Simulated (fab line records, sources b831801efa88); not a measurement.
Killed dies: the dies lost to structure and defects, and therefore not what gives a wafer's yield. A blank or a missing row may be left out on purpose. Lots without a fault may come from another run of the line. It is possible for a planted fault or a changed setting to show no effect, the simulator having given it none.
fab line records	flow sky130
record lots=12	wafers=36	last_day=50
route steps=708 shown SD_N@349 METAL1@452 VIA1@479 METAL2@487 PAD_OPEN@708
lots untouched by any fault: they come from a run of this same line in which no faults occurred
start_h: the number of hours between the record's first day and the start of the first shown wafer of the lot	wait_h: hours elapsed since this lot's preceding step	" as in the row above	L1.1+2: a single row standing in for several wafers	- no value, or no start given	* or withheld: withheld	< > ~ a bound
route shown NAME@n: a module of which the file shows steps, and the number in the route of the first	usual: average and standard deviation across the fault-free wafers	same: alike in all rows	chamber/n: place in a boat	sites: readings site by site	_std_site: the values' standard deviation	_edge_site: outer sites' mean less inner sites'	radius_mm: for every site, how far away it sits from the centre of the wafer	mask NAME#n: copy n	behind: tool/chamber where the wafer was last shaped	hold: why the lot was held/for how many hours/how that ended	device: names the non-switching transistor (n, p or np)	end of line: the route-end tests of the same wafers	step lacking rows: just its recipe	killed: count of dies lost to structure and defects at first sort (not the wafer's yield)	map: per-die view of a wafer (x killed, . not killed, _ where there is no die)
set.NAME: the setting the step ran with; set.NAME@STEP: the setting that earlier step ran with	model.NAME: the simulator's own value behind a step, which no gauge read
a sample of lots followed through the steps of the route, with each step as a table and each wafer as a row
services: the hour from which a tool's chamber was out of use, counted from the record's first day as start_h (under 0 if before that day), plus the number of hours and why
## steps
# step SKY_SD_N_CD_MEAS_07
# recipe target_cd_nm=380
# usual cd_nm=379.7/2
lot.wafer	tool	chamber	start_h	wait_h	cd_nm
L673.1	cd_sem-01	-	646.41	0.1	379.1
L673.2	"	-	"	"	379.2
L673.3	"	-	"	"	377.9
L674.1	cd_sem-01	-	653.67	0.1	378.8
L674.2	"	-	"	"	376.4
L674.6	"	-	"	"	377.8
L676.2	cd_sem-02	-	670.94	0.1	380.6
L676.3	"	-	"	"	380.6
L676.4	"	-	"	"	381.5
L677.1	cd_sem-01	-	688.23	0.2	380.2
L677.3	"	-	"	"	380.5
L677.6	"	-	"	"	381.7
L680.2	cd_sem-01	-	702.34	0.1	379.8
L680.3	"	-	"	"	377.9
L680.5	"	-	"	"	376.7
L683.2	cd_sem-01	-	721.04	0.1	378.8
L683.3	"	-	"	"	379.3
L683.5	"	-	"	"	380.3
L684.1	cd_sem-02	-	742.99	0.1	380.9
L684.4	"	-	"	"	378.3
L684.6	"	-	"	"	378.7
L685.2	cd_sem-02	-	750.64	0.1	385.3
L685.3	"	-	"	"	383.2
L685.4	"	-	"	"	384.4
L687.1	cd_sem-02	-	758.22	0.1	379.5
L687.4	"	-	"	"	379.7
L687.6	"	-	"	"	379.9
L691.1	cd_sem-02	-	789.92	0.1	379.4
L691.4	"	-	"	"	380.2
L691.5	"	-	"	"	381.5
L693.1	cd_sem-02	-	801.76	0.1	379.1
L693.3	"	-	"	"	378.7
L693.6	"	-	"	"	379.4
L696.1	cd_sem-01	-	822.59	0.1	381.6
L696.3	"	-	"	"	380.8
L696.6	"	-	"	"	382.0
# step SKY_METAL1_ETCH_18
# recipe chemistry=N2/H2	target=BARC	ion_energy_ev=200	bias_w=100	pressure_mtorr=30	n2_flow_sccm=100	h2_flow_sccm=200	icp_w=500	stop_on=SiO2	time_s=45.9	target_depth_a=600
# usual drypump_motor_current_A=5.9/0.5	oes_product_au=0.855/0.005	throttle_valve_pct=13.224/0.0092
lot.wafer	tool	chamber	start_h	wait_h	drypump_motor_current_A	oes_product_au	rf_hours_counter_h	throttle_valve_pct
L673.1	rie_metal-03	1	765.06	0.1	6.0	0.855	5	13.221
L673.2	"	1	"	"	6.0	0.861	-	13.234
L673.3	"	1	"	"	6.0	0.855	-	13.234
L674.1	rie_metal-02	1	770.61	0.0	5.3	0.849	0	13.227
L674.2	"	0	"	"	5.8	0.849	10	13.233
L674.6	"	1	"	"	5.3	0.857	-	13.223
L676.2	rie_metal-01	1	788.92	0.0	5.0	0.851	7	13.237
L676.3	"	1	"	"	5.0	0.847	-	13.227
L676.4	"	0	"	"	6.2	0.852	-	13.221
L677.1	rie_metal-03	1	804.56	0.0	6.0	0.854	6	13.224
L677.3	"	0	"	"	6.5	0.851	-	13.202
L677.6	"	1	"	"	6.0	0.862	-	13.243
L680.2	rie_metal-01	0	817.87	0.0	6.2	0.851	7	13.214
L680.3	"	0	"	"	6.2	0.867	-	13.218
L680.5	"	0	"	"	6.2	0.861	-	13.223
L683.2	rie_metal-03	0	834.78	0.0	6.5	0.857	2	13.246
L683.3	"	0	"	"	6.5	0.861	-	13.230
L683.5	"	1	"	"	6.0	0.855	-	13.223
L684.1	rie_metal-03	0	855.10	0.0	6.5	0.859	3	13.213
L684.4	"	1	"	"	6.1	0.860	-	13.210
L684.6	"	1	"	"	6.0	0.855	-	13.221
L685.2	rie_metal-01	0	863.23	0.0	6.2	0.850	9	13.238
L685.3	"	0	"	"	6.2	0.865	-	13.225
L685.4	"	1	"	"	5.1	0.850	-	13.224
L687.1	rie_metal-01	0	871.28	0.0	6.2	0.851	10	13.216
L687.4	"	0	"	"	6.2	0.855	-	13.230
L687.6	"	0	"	"	6.2	0.854	-	13.246
L691.1	rie_metal-01	0	900.48	0.0	6.2	0.852	11	13.218
L691.4	"	1	"	"	5.1	0.848	-	13.236
L691.5	"	1	"	"	5.0	0.853	-	13.210
L693.1	rie_metal-02	1	913.21	0.0	5.4	0.861	6	13.214
L693.3	"	1	"	"	5.3	0.856	-	13.229
L693.6	"	0	"	"	5.8	0.850	-	13.224
L696.1	rie_metal-01	0	932.25	0.0	6.2	0.857	12	13.219
L696.3	"	1	"	"	5.0	0.856	-	13.230
L696.6	"	0	"	"	6.2	0.851	-	13.233
# step SKY_VIA1_CVD_21
# recipe material=W	target_thk_nm=270	time_s=80.902	temp_c=400	pressure_torr=40
# usual heater_power_outer_w=562/86	heater_power_w=878/130
lot.wafer	tool	chamber	start_h	wait_h	heater_power_outer_w	heater_power_w
L673.1	cvd_w-01	1	793.51	0.0	649	1020
L673.2	"	0	"	"	494	749
L673.3	"	1	"	"	660	1008
L674.1	cvd_w-02	1	799.67	0.0	456	782
L674.2	"	0	"	"	646	930
L674.6	"	1	"	"	463	781
L676.2	cvd_w-01	1	817.95	0.0	649	1044
L676.3	"	1	"	"	656	1036
L676.4	"	0	"	"	491	753
L677.1	cvd_w-01	0	833.51	0.0	488	757
L677.3	"	1	"	"	639	1031
L677.6	"	0	"	"	495	753
L680.2	cvd_w-02	0	846.16	0.0	642	962
L680.3	"	0	"	"	633	949
L680.5	"	1	"	"	461	793
L683.2	cvd_w-02	1	862.98	0.0	452	794
L683.3	"	1	"	"	455	769
L683.5	"	1	"	"	469	777
L684.1	cvd_w-01	1	883.10	0.0	659	1073
L684.4	"	0	"	"	492	731
L684.6	"	0	"	"	504	740
L685.2	cvd_w-02	1	891.91	0.0	454	787
L685.3	"	1	"	"	470	798
L685.4	"	0	"	"	647	940
L687.1	cvd_w-01	0	898.77	0.0	495	739
L687.4	"	0	"	"	488	753
L687.6	"	1	"	"	658	1057
L691.1	cvd_w-01	0	927.03	0.0	496	738
L691.4	"	0	"	"	492	756
L691.5	"	0	"	"	497	736
L693.1	cvd_w-01	1	940.71	0.0	666	1056
L693.3	"	1	"	"	659	1048
L693.6	"	1	"	"	661	1054
L696.1	cvd_w-01	1	958.86	0.0	662	1032
L696.3	"	1	"	"	673	1063
L696.6	"	1	"	"	666	1058
# step SKY_METAL2_SPUTTER_04
# recipe material=TiN	target_thk_nm=70	power_w=6500	time_s=58.3	chamber_pressure_pa=0.4
# usual cathode_dc_power_W=6500.1/1.1	throttle_valve_pct=29.6/0.71
lot.wafer	tool	chamber	start_h	wait_h	cathode_dc_power_W	throttle_valve_pct
L673.1	pvd_sputter-01	-	794.18	0.0	6501.1	29.3
L673.2	"	-	"	"	6500.9	28.7
L673.3	"	-	"	"	6500.0	31.1
L674.1	pvd_sputter-01	-	800.33	0.0	6500.7	28.7
L674.2	"	-	"	"	6499.0	30.9
L674.6	"	-	"	"	6502.7	31.0
L676.2	pvd_sputter-02	-	818.61	0.0	6498.4	28.6
L676.3	"	-	"	"	6499.7	30.0
L676.4	"	-	"	"	6501.2	29.4
L677.1	pvd_sputter-01	-	834.17	0.0	6500.1	30.2
L677.3	"	-	"	"	6501.6	28.5
L677.6	"	-	"	"	6499.7	30.0
L680.2	pvd_sputter-03	-	846.82	0.0	6499.4	29.5
L680.3	"	-	"	"	6499.7	29.3
L680.5	"	-	"	"	6499.9	29.4
L683.2	pvd_sputter-03	-	863.64	0.0	6502.0	29.3
L683.3	"	-	"	"	6497.4	29.8
L683.5	"	-	"	"	6500.4	29.6
L684.1	pvd_sputter-01	-	883.77	0.0	6499.1	28.5
L684.4	"	-	"	"	6500.5	29.1
L684.6	"	-	"	"	6499.3	28.7
L685.2	pvd_sputter-01	-	892.58	0.0	6500.3	29.8
L685.3	"	-	"	"	6499.1	29.0
L685.4	"	-	"	"	6500.2	29.1
L687.1	pvd_sputter-01	-	899.43	0.0	6501.1	30.2
L687.4	"	-	"	"	6499.8	28.6
L687.6	"	-	"	"	6499.8	28.6
L691.1	pvd_sputter-01	-	927.78	0.0	6499.4	29.9
L691.4	"	-	"	"	7641.8	31.0
L691.5	"	-	"	"	7640.8	30.9
L693.1	pvd_sputter-01	-	941.37	0.0	6500.2	29.2
L693.3	"	-	"	"	7641.5	31.1
L693.6	"	-	"	"	6498.2	28.8
L696.1	pvd_sputter-03	-	959.53	0.0	6499.8	29.3
L696.3	"	-	"	"	6499.2	30.2
L696.6	"	-	"	"	6503.6	29.4
# step SKY_PAD_OPEN_PROBE_99
# usual defect_limited_yield=82.5/1.7	killed_at_M0_to_M3=42/6.1	killed_at_M4_up=3.1/1.7	killed_at_contacts=24/5.5	killed_at_front_end=16/4.1	killed_at_other=0.3/0.57	killed_dies=86/8.2	killed_open=47/6.8	killed_short=38/5.8	sort_bin_3_pad_short=0.8/0.42	sort_bin_5_function=10.2/1.3	sort_bin_6_memory=6.4/1	sort_n_pass=406/8.2	sort_yield_pct=82.5/1.7
# same gross_dies=492	killed_at_back_side=0	sort_bin_4_leakage[%]=0	sort_bin_8_speed[%]=0
lot.wafer	tool	chamber	start_h	wait_h	defect_limited_yield[%]	killed_at_M0_to_M3	killed_at_M4_up	killed_at_contacts	killed_at_front_end	killed_at_other	killed_dies	killed_open	killed_short	sort_bin_3_pad_short[%]	sort_bin_5_function[%]	sort_bin_6_memory[%]	sort_n_pass	sort_yield_pct[%]
L673.1	prober-02	-	1076.14	0.1	80.7	45	2	25	21	2	95	46	47	0.6	12.0	6.7	397	80.7
L673.2	prober-02	-	1076.19	0.1	84.3	43	2	16	16	0	77	44	33	1.2	9.3	5.1	415	84.3
L673.3	prober-02	-	1076.24	0.2	83.9	44	3	14	17	1	79	45	34	0.8	9.1	6.1	413	83.9
L674.1	prober-01	-	1080.15	0.1	83.5	47	4	17	13	0	81	42	39	0.2	10.0	6.3	411	83.5
L674.2	prober-01	-	1080.20	0.1	82.9	40	1	25	16	2	84	44	38	1.2	9.3	6.5	408	82.9
L674.6	prober-01	-	1080.40	0.2	86.6	38	0	21	7	0	66	32	34	1.0	8.3	4.1	426	86.6
L676.2	prober-01	-	1095.65	0.1	81.7	49	5	21	15	0	90	47	43	1.2	11.4	5.7	402	81.7
L676.3	prober-01	-	1095.70	0.2	80.5	56	6	15	18	1	96	46	49	1.4	10.2	7.9	396	80.5
L676.4	prober-01	-	1095.75	0.2	83.1	52	0	15	16	0	83	51	32	0.6	10.0	6.3	409	83.1
L677.1	prober-02	-	1106.28	0.1	79.5	48	1	37	14	1	101	60	39	0.4	13.2	6.9	391	79.5
L677.3	prober-02	-	1106.38	0.2	80.3	49	1	32	15	0	97	51	45	1.0	10.2	8.5	395	80.3
L677.6	prober-02	-	1106.53	0.2	84.1	43	4	20	11	0	78	35	41	0.4	9.6	5.9	414	84.1
L680.2	prober-01	-	1117.44	0.1	81.7	42	3	27	18	0	90	56	33	0.6	11.6	6.1	402	81.7
L680.3	prober-01	-	1117.49	0.2	83.5	39	3	26	13	0	81	43	37	2.4	7.5	6.5	411	83.5
L680.5	prober-01	-	1117.59	0.2	86.2	34	4	17	13	0	68	38	29	0.4	8.3	5.1	424	86.2
L683.2	prober-02	-	1129.74	0.1	82.7	43	3	20	19	0	85	53	32	0.8	8.9	7.5	407	82.7
L683.3	prober-02	-	1129.79	0.2	82.1	45	2	27	13	1	88	46	42	0.4	11.8	5.7	404	82.1
L683.5	prober-02	-	1129.89	0.2	82.7	41	3	28	13	0	85	48	37	0.6	11.6	5.1	407	82.7
L684.1	prober-01	-	1145.21	0.1	83.3	39	1	23	19	0	82	40	42	0.8	9.6	6.3	410	83.3
L684.4	prober-01	-	1145.36	0.2	82.5	36	3	24	22	1	86	45	40	0.8	9.8	6.9	406	82.5
L684.6	prober-01	-	1145.46	0.2	85.4	32	2	16	21	1	72	31	40	0.6	8.7	5.3	420	85.4
L685.2	prober-02	-	1150.91	0.1	80.9	48	2	15	29	0	94	53	39	0.4	10.6	8.1	398	80.9
L685.3	prober-02	-	1150.96	0.2	83.5	30	3	33	15	0	81	44	36	0.2	10.6	5.7	411	83.5
L685.4	prober-02	-	1151.01	0.2	82.3	44	1	24	17	1	87	48	39	1.2	10.6	5.9	405	82.3
L687.1	prober-02	-	1156.23	0.1	83.5	43	3	17	18	0	81	46	35	1.0	9.3	6.1	411	83.5
L687.4	prober-02	-	1156.38	0.2	82.5	53	2	15	16	0	86	50	36	0.6	9.6	7.3	406	82.5
L687.6	prober-02	-	1156.48	0.2	82.3	51	3	17	16	0	87	41	46	1.0	10.4	6.3	405	82.3
L691.1	prober-02	-	1176.49	0.1	80.9	46	6	26	16	0	94	53	41	0.6	12.6	5.9	398	80.9
L691.4	prober-02	-	1176.64	0.2	82.5	44	3	25	14	0	86	37	49	1.4	10.4	5.7	406	82.5
L691.5	prober-02	-	1176.69	0.2	82.7	37	4	24	20	0	85	45	40	1.0	10.4	5.9	407	82.7
L693.1	prober-02	-	1182.21	0.1	81.5	42	4	29	15	1	91	57	33	0.4	11.6	6.5	401	81.5
L693.3	prober-02	-	1182.31	0.2	83.9	33	5	29	12	0	79	51	28	1.4	9.1	5.5	413	83.9
L693.6	prober-02	-	1182.46	0.2	80.1	50	3	16	28	1	98	52	45	0.8	13.2	5.9	394	80.1
L696.1	prober-01	-	1196.81	0.1	84.3	38	6	18	15	0	77	41	36	1.0	10.2	4.5	415	84.3
L696.3	prober-01	-	1196.91	0.2	82.5	43	3	23	17	0	86	50	36	0.4	10.4	6.7	406	82.5
L696.6	prober-01	-	1197.06	0.2	80.3	44	1	27	25	0	97	60	37	0.6	10.6	8.5	395	80.3
# killed by level:class
L673.1 VIA2:geometric_particle:open=9 VIA3:geometric_particle:open=8 METAL1:geometric_particle:short=7 POLY_GATE:geometric_particle:short=7 CONTACT:geometric_particle:open=7 METAL2:geometric_particle:short=7 LI_CONTACT:geometric_particle:short=6 LI_CONTACT:geometric_particle:open=6
L673.2 VIA1:geometric_particle:open=8 VIA2:geometric_particle:open=8 METAL2:geometric_particle:short=7 CONTACT:geometric_particle:open=6 VIA3:geometric_particle:open=6 VIA1:geometric_particle:short=5 FIELD_ISO:geometric_particle:open=4 FIELD_ISO:geometric_particle:short=3
L673.3 VIA3:geometric_particle:open=9 VIA1:geometric_particle:open=6 METAL2:geometric_particle:short=6 VIA2:geometric_particle:open=6 FIELD_ISO:geometric_particle:open=5 LI_CONTACT:geometric_particle:open=5 VIA1:geometric_particle:short=4 POLY_GATE:geometric_particle:open=4
L674.1 VIA1:geometric_particle:open=8 VIA2:geometric_particle:open=7 VIA1:geometric_particle:short=7 VIA3:geometric_particle:open=6 METAL1:geometric_particle:short=6 FIELD_ISO:geometric_particle:open=5 POLY_GATE:geometric_particle:short=5 VIA3:geometric_particle:short=5
L674.2 LI_CONTACT:geometric_particle:open=9 VIA1:geometric_particle:open=9 LOCAL_INTERCONNECT:geometric_particle:short=7 VIA3:geometric_particle:open=7 VIA1:geometric_particle:short=5 VIA2:geometric_particle:open=5 FIELD_ISO:geometric_particle:open=4 FIELD_ISO:geometric_particle:short=4
L674.6 CONTACT:geometric_particle:open=7 CONTACT:geometric_particle:short=7 VIA1:geometric_particle:short=6 VIA2:geometric_particle:open=6 VIA3:geometric_particle:open=6 METAL2:geometric_particle:short=5 VIA1:geometric_particle:open=5 LOCAL_INTERCONNECT:geometric_particle:short=4
L676.2 VIA1:geometric_particle:open=16 VIA1:geometric_particle:short=7 VIA2:geometric_particle:open=7 LI_CONTACT:geometric_particle:open=6 CONTACT:geometric_particle:open=5 POLY_GATE:geometric_particle:short=5 LOCAL_INTERCONNECT:geometric_particle:short=5 VIA2:geometric_particle:short=5
L676.3 METAL3:geometric_particle:short=10 POLY_GATE:geometric_particle:open=9 VIA1:geometric_particle:open=8 VIA2:geometric_particle:open=8 POLY_GATE:geometric_particle:short=6 VIA3:geometric_particle:open=6 VIA1:geometric_particle:short=5 LI_CONTACT:geometric_particle:open=4
L676.4 VIA1:geometric_particle:open=14 METAL1:geometric_particle:short=7 CONTACT:geometric_particle:open=6 METAL2:geometric_particle:short=6 FIELD_ISO:geometric_particle:open=5 VIA2:geometric_particle:open=5 METAL1:geometric_particle:open=5 VIA3:geometric_particle:open=5
L677.1 CONTACT:geometric_particle:open=14 VIA1:geometric_particle:open=10 VIA3:geometric_particle:open=10 LI_CONTACT:geometric_particle:open=9 VIA1:geometric_particle:short=9 LI_CONTACT:geometric_particle:short=7 METAL3:geometric_particle:short=6 LOCAL_INTERCONNECT:geometric_particle:short=5
L677.3 VIA1:geometric_particle:open=11 CONTACT:geometric_particle:open=10 LI_CONTACT:geometric_particle:open=10 VIA3:geometric_particle:short=8 METAL1:geometric_particle:short=7 VIA2:geometric_particle:open=7 CONTACT:geometric_particle:short=5 LOCAL_INTERCONNECT:geometric_particle:short=5
L677.6 VIA3:geometric_particle:open=9 CONTACT:geometric_particle:open=7 FIELD_ISO:geometric_particle:short=5 METAL3:geometric_particle:short=5 METAL2:geometric_particle:short=5 VIA3:geometric_particle:short=5 CONTACT:geometric_particle:short=4 VIA1:geometric_particle:short=4
L680.2 VIA2:geometric_particle:open=13 CONTACT:geometric_particle:open=11 LI_CONTACT:geometric_particle:open=8 VIA3:geometric_particle:open=6 FIELD_ISO:geometric_particle:open=5 POLY_GATE:geometric_particle:open=5 POLY_GATE:geometric_particle:short=5 VIA1:geometric_particle:open=5
L680.3 CONTACT:geometric_particle:open=9 LI_CONTACT:geometric_particle:open=8 VIA1:geometric_particle:open=8 VIA2:geometric_particle:open=8 METAL2:geometric_particle:short=7 FIELD_ISO:geometric_particle:short=5 LOCAL_INTERCONNECT:geometric_particle:short=4 CONTACT:geometric_particle:short=4
L680.5 VIA3:geometric_particle:open=8 METAL1:geometric_particle:short=7 CONTACT:geometric_particle:open=7 LI_CONTACT:geometric_particle:open=6 METAL2:geometric_particle:short=5 POLY_GATE:geometric_particle:short=4 VIA1:geometric_particle:open=4 CONTACT:geometric_particle:short=3
L683.2 VIA1:geometric_particle:open=14 LI_CONTACT:geometric_particle:open=10 VIA3:geometric_particle:open=8 VIA2:geometric_particle:short=7 POLY_GATE:geometric_particle:open=6 VIA2:geometric_particle:open=5 FIELD_ISO:geometric_particle:short=4 POLY_GATE:geometric_particle:short=3
L683.3 CONTACT:geometric_particle:open=11 VIA3:geometric_particle:open=9 VIA1:geometric_particle:open=8 VIA2:geometric_particle:open=8 METAL2:geometric_particle:short=7 POLY_GATE:geometric_particle:short=6 LOCAL_INTERCONNECT:geometric_particle:short=5 POLY_GATE:geometric_particle:open=4
L683.5 LI_CONTACT:geometric_particle:open=10 VIA1:geometric_particle:open=9 CONTACT:geometric_particle:open=7 METAL1:geometric_particle:short=6 METAL2:geometric_particle:short=5 POLY_GATE:geometric_particle:open=4 CONTACT:geometric_particle:short=4 VIA2:geometric_particle:open=4
L684.1 VIA1:geometric_particle:open=10 METAL2:geometric_particle:short=8 FIELD_ISO:geometric_particle:short=7 CONTACT:geometric_particle:short=7 FIELD_ISO:geometric_particle:open=5 LI_CONTACT:geometric_particle:open=5 CONTACT:geometric_particle:open=5 VIA2:geometric_particle:open=5
L684.4 VIA2:geometric_particle:open=8 LI_CONTACT:geometric_particle:open=8 VIA1:geometric_particle:open=8 FIELD_ISO:geometric_particle:short=7 CONTACT:geometric_particle:open=7 FIELD_ISO:geometric_particle:open=6 CONTACT:geometric_particle:short=6 METAL1:geometric_particle:short=5
L684.6 CONTACT:geometric_particle:open=7 FIELD_ISO:geometric_particle:short=6 METAL1:geometric_particle:short=6 FIELD_ISO:geometric_particle:open=5 VIA1:geometric_particle:short=5 VIA2:geometric_particle:open=4 METAL2:geometric_particle:short=4 SONOS_ONO:geometric_particle:short=3
L685.2 VIA2:geometric_particle:open=10 FIELD_ISO:geometric_particle:open=7 VIA3:geometric_particle:open=7 VIA1:geometric_particle:short=7 METAL2:geometric_particle:short=7 FIELD_ISO:geometric_particle:short=6 POLY_GATE:geometric_particle:open=5 CONTACT:geometric_particle:open=4
L685.3 CONTACT:geometric_particle:short=11 CONTACT:geometric_particle:open=11 VIA3:geometric_particle:open=9 FIELD_ISO:geometric_particle:open=6 LI_CONTACT:geometric_particle:open=6 VIA1:geometric_particle:open=6 METAL2:geometric_particle:short=5 VIA1:geometric_particle:short=4
L685.4 VIA1:geometric_particle:open=15 CONTACT:geometric_particle:open=11 VIA3:geometric_particle:open=7 FIELD_ISO:geometric_particle:short=5 POLY_GATE:geometric_particle:open=4 POLY_GATE:geometric_particle:short=4 LI_CONTACT:geometric_particle:open=4 LOCAL_INTERCONNECT:geometric_particle:short=4
L687.1 VIA1:geometric_particle:open=9 FIELD_ISO:geometric_particle:open=8 LI_CONTACT:geometric_particle:open=6 VIA1:geometric_particle:short=5 METAL2:geometric_particle:short=5 CONTACT:geometric_particle:open=4 METAL3:geometric_particle:short=4 POLY_GATE:geometric_particle:open=3
L687.4 VIA1:geometric_particle:open=13 VIA2:geometric_particle:open=12 LI_CONTACT:geometric_particle:open=6 VIA1:geometric_particle:short=6 VIA3:geometric_particle:open=6 METAL2:geometric_particle:short=5 VIA2:geometric_particle:short=5 FIELD_ISO:geometric_particle:short=4
L687.6 VIA1:geometric_particle:short=14 VIA1:geometric_particle:open=10 VIA2:geometric_particle:open=8 METAL1:geometric_particle:short=8 LI_CONTACT:geometric_particle:open=6 FIELD_ISO:geometric_particle:short=5 VIA3:geometric_particle:open=5 FIELD_ISO:geometric_particle:open=4
L691.1 VIA1:geometric_particle:open=12 VIA2:geometric_particle:open=12 CONTACT:geometric_particle:open=9 CONTACT:geometric_particle:short=8 POLY_GATE:geometric_particle:short=5 LI_CONTACT:geometric_particle:open=5 VIA2:geometric_particle:short=5 VIA3:geometric_particle:short=5
L691.4 VIA1:geometric_particle:open=11 METAL2:geometric_particle:short=11 CONTACT:geometric_particle:open=8 LI_CONTACT:geometric_particle:short=6 LOCAL_INTERCONNECT:geometric_particle:short=5 METAL3:geometric_particle:short=5 FIELD_ISO:geometric_particle:short=4 POLY_GATE:geometric_particle:open=4
L691.5 VIA1:geometric_particle:open=11 LI_CONTACT:geometric_particle:open=8 VIA1:geometric_particle:short=7 CONTACT:geometric_particle:open=6 FIELD_ISO:geometric_particle:short=5 FIELD_ISO:geometric_particle:open=5 METAL1:geometric_particle:short=5 LOCAL_INTERCONNECT:geometric_particle:short=5
L693.1 CONTACT:geometric_particle:open=13 VIA1:geometric_particle:open=10 VIA3:geometric_particle:open=10 LI_CONTACT:geometric_particle:open=8 CONTACT:geometric_particle:short=6 FIELD_ISO:geometric_particle:open=5 METAL1:geometric_particle:short=5 VIA2:geometric_particle:open=4
L693.3 CONTACT:geometric_particle:open=14 VIA1:geometric_particle:open=11 LI_CONTACT:geometric_particle:open=6 POLY_GATE:geometric_particle:open=5 VIA3:geometric_particle:open=5 CONTACT:geometric_particle:short=4 METAL4:geometric_particle:short=4 FIELD_ISO:geometric_particle:short=3
L693.6 VIA3:geometric_particle:open=9 VIA1:geometric_particle:open=8 FIELD_ISO:geometric_particle:open=7 VIA1:geometric_particle:short=7 METAL2:geometric_particle:short=7 FIELD_ISO:geometric_particle:short=6 POLY_GATE:geometric_particle:open=6 CONTACT:geometric_particle:open=6
L696.1 VIA1:geometric_particle:open=11 METAL2:geometric_particle:short=6 CONTACT:geometric_particle:short=6 VIA3:geometric_particle:open=6 METAL4:geometric_particle:short=6 LI_CONTACT:geometric_particle:open=5 CONTACT:geometric_particle:open=5 VIA2:geometric_particle:open=5
L696.3 VIA3:geometric_particle:open=11 CONTACT:geometric_particle:open=10 VIA1:geometric_particle:open=8 POLY_GATE:geometric_particle:short=6 VIA1:geometric_particle:short=6 VIA2:geometric_particle:open=6 POLY_GATE:geometric_particle:open=5 LI_CONTACT:geometric_particle:open=4
L696.6 CONTACT:geometric_particle:open=11 VIA3:geometric_particle:open=11 VIA2:geometric_particle:open=10 POLY_GATE:geometric_particle:short=7 LI_CONTACT:geometric_particle:open=6 METAL2:geometric_particle:short=6 POLY_GATE:geometric_particle:open=5 FIELD_ISO:geometric_particle:short=4
## services
tool	chamber	start_h	hours	kind
rie_metal-02	-	755.01	14.0	repair
rie_metal-03	0	755.92	-	clean
rie_metal-03	0	755.92	16.3	scheduled_down
rie_metal-03	0	755.92	16.3	vent_cycle
pvd_sputter-03	-	771.79	1.0	repair
pvd_sputter-02	-	781.91	27.5	repair
rie_metal-03	-	838.19	2.5	repair
pvd_sputter-01	-	840.88	25.9	repair
pvd_sputter-02	-	844.04	1.2	repair
cvd_w-01	-	845.21	0.7	repair
pvd_sputter-02	-	845.29	1.3	repair
pvd_sputter-02	-	845.80	3.6	repair
rie_metal-02	-	851.35	14.6	pm
rie_metal-01	-	854.96	2.8	pm
pvd_sputter-02	-	887.66	3.5	repair
cvd_w-02	-	904.06	14.0	pm
cvd_w-02	0	904.06	14.0	vent_cycle
cvd_w-02	1	904.06	14.0	vent_cycle
pvd_sputter-03	-	912.59	0.9	repair
cvd_w-02	0	918.06	-	clean
cvd_w-02	1	918.06	-	clean
pvd_sputter-03	-	920.81	3.0	repair
cvd_w-01	1	921.26	8.4	repair
rie_metal-02	0	943.53	19.4	repair
## key
first_sign step=SKY_METAL2_SPUTTER_04	reading=cathode_dc_power_W	direction=up	sigmas=99+	usual=6500.1	struck=7641.4
effect none on later readings
met_at SKY_METAL2_SPUTTER_04
struck_lots L691,L693
struck_wafers L691.4,L691.5,L693.3
not_acting_at SKY_SD_N_CD_MEAS_07,SKY_METAL1_ETCH_18,SKY_VIA1_CVD_21
onset_between 800.33 927.78
fault kind=process_parameter_drift	tool=pvd_sputter-01	chamber=-	onset_h=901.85	steps=SKY_METAL2_SPUTTER_04	channel=power_w	offset=*	shape=step	end_h=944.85	acts_in=*	stated=*	scope=struck_wafers_only
